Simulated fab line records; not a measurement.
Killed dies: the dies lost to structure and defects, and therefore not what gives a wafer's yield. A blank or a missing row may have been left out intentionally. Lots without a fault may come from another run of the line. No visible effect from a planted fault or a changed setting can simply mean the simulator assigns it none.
Matching of chambers	flow sfq_line	SFQ_TRILAYER_I1_VIA_BARC_OPEN_VIA_ETCH_071 on rie_diel-03: 4 sister chambers
The step etches BARC in O2, target depth 125 nm, time 41.7 s. 4 wafers are shown with their chamber, then 7 later ones without.

WAFERS WITH THEIR CHAMBER
wafer	chamber	oes_product_au (a.u.)
L747.3	3	0.686
L747.4	0	0.685
L753.1	2	0.684
L753.2	1	0.688

WAFERS WITH NO CHAMBER GIVEN
wafer	oes_product_au (a.u.)
L753.5	0.682
L760.2	0.690
L760.4	0.684
L760.6	0.684
L763.1	0.676
L763.2	0.691
L763.5	0.681

WHICH CHAMBER EACH WENT THROUGH
wafer	from the rows above	in truth
L753.5	can't be placed: 2 or 0 or 3 or 1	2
L760.2	can't be placed: 1 or 3 or 0 or 2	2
L760.4	can't be placed: 2 or 0 or 3 or 1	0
L760.6	can't be placed: 2 or 0 or 3 or 1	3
L763.1	can't be placed: 2 or 0 or 3 or 1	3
L763.2	can't be placed: 1 or 3 or 0 or 2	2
L763.5	can't be placed: 2 or 0 or 3 or 1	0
Correctly placed: 0 of 7. Not placeable from these rows: 7 (in 7, the candidates include the true chamber). Wrongly placed: 0.
How it was worked out, from the rows above alone: a wafer's distance from a chamber is the root of the sum, over the readings, of the square of ((its reading less the chamber's mean) divided by the reading's scatter). The wafer belongs to the nearest chamber; if the next one is less than 2 further off, it can't be placed. A chamber's mean is the mean of its shown wafers. The scatter: with one shown wafer a chamber, the root of the mean of the squares of how far each hidden wafer lies from its nearest shown one.
